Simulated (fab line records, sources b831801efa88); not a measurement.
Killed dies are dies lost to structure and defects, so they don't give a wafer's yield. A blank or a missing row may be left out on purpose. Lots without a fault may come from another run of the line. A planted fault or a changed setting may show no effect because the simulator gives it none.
One fault seen from 2 desks | flow gf180mcu | each desk has only its own numbers; what lay behind them comes last

THE METROLOGY DESK
What the gauges read, lot by lot, whatever tool the lot ran on: means of the sampled wafers that have a number. A lot is out of limits, marked OUT, if its mean lies more than 4 standard deviations from the usual mean; the brackets give that distance.
Columns: A = STI_OXIDATION_THK at GF_STI_THK_MEAS_02, usual 10.02 nm; B = STI_CVD_03_THK at GF_STI_THK_MEAS_04, usual 207.3 nm; C = cd_nm at GF_STI_CD_MEAS_12, usual 220.4 nm
lot  | first seen here | A     | B     | C
L827 | day 2 07:31     | 9.92  | 203.4 | 220.4
L828 | day 2 12:34     | 10.09 | 207.1 | 218.6
L830 | day 2 22:31     | 10.35 | 205.8 | 219.3
L836 | day 4 06:37     | 9.64  | 209.8 | 220.2
L838 | day 4 14:31     | 10.08 | 204.3 | 220.2
L844 | day 5 20:31     | 10.33 | 206.9 | 220.7
This desk's finding: nothing out of limits on any of the 6 lots.

THE TOOL OWNER'S DESK: rie_si-01
The tool's own readings at GF_STI_ETCH_14 (etches Si in HBr/Cl2/O2, target depth 360 nm, time 102.9 s): means of the sampled wafers that have a number, for each lot that ran on this tool. A lot is out of limits, marked OUT, if its mean lies more than 4 standard deviations from the usual mean; the brackets give that distance.
Columns: A = O2_flow_sccm at GF_STI_ETCH_14, usual 5.998 sccm; B = bias_w at GF_STI_ETCH_14, usual 150.1 W; C = drypump_motor_current_A at GF_STI_ETCH_14, usual 5.73 A; D = oes_product_au at GF_STI_ETCH_14, usual 1.000 a.u.; E = rf_fwd_power_W at GF_STI_ETCH_14, usual 596.2 W; F = run_length_s at GF_STI_ETCH_14, usual 130.9 s; G = throttle_valve_pct at GF_STI_ETCH_14, usual 25.657 %
lot  | first seen here | A     | B     | C    | D     | E     | F                | G
L827 | day 2 21:34     | 5.980 | 149.7 | 5.57 | 0.995 | 595.5 | 130.7            | 25.662
L828 | day 3 03:18     | 5.992 | 150.0 | 5.55 | 0.997 | 596.6 | 130.7            | 25.660
L836 | day 4 22:48     | 5.994 | 150.3 | 5.42 | 0.992 | 597.4 | 136.0 (+14) OUT  | 25.665
L838 | day 5 06:09     | 6.011 | 150.1 | 5.58 | 0.995 | 597.5 | 133.8 (+8.1) OUT | 25.658
This desk's finding: out of limits on L836, L838; first on L836, day 4 22:48 (run_length_s at GF_STI_ETCH_14). In limits: L827, L828.

PUT TOGETHER
The tool owner's desk could have raised an alarm at day 4 22:48, on L836, L838.
The metrology desk saw nothing out of limits.
The metrology desk has L836, L838 on record, within its limits.
Of the lots named, all ran GF_STI_ETCH_14 on rie_si-01.

WHAT THE SIMULATOR HAD PUT IN
Process parameter drift: rie_si-01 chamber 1, from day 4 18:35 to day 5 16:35, at GF_STI_ETCH_14. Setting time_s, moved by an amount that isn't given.
Lots struck among those shown: L836, L838.
Hours from the fault's start to each desk's first reading out of limits: the tool owner's desk, 4.
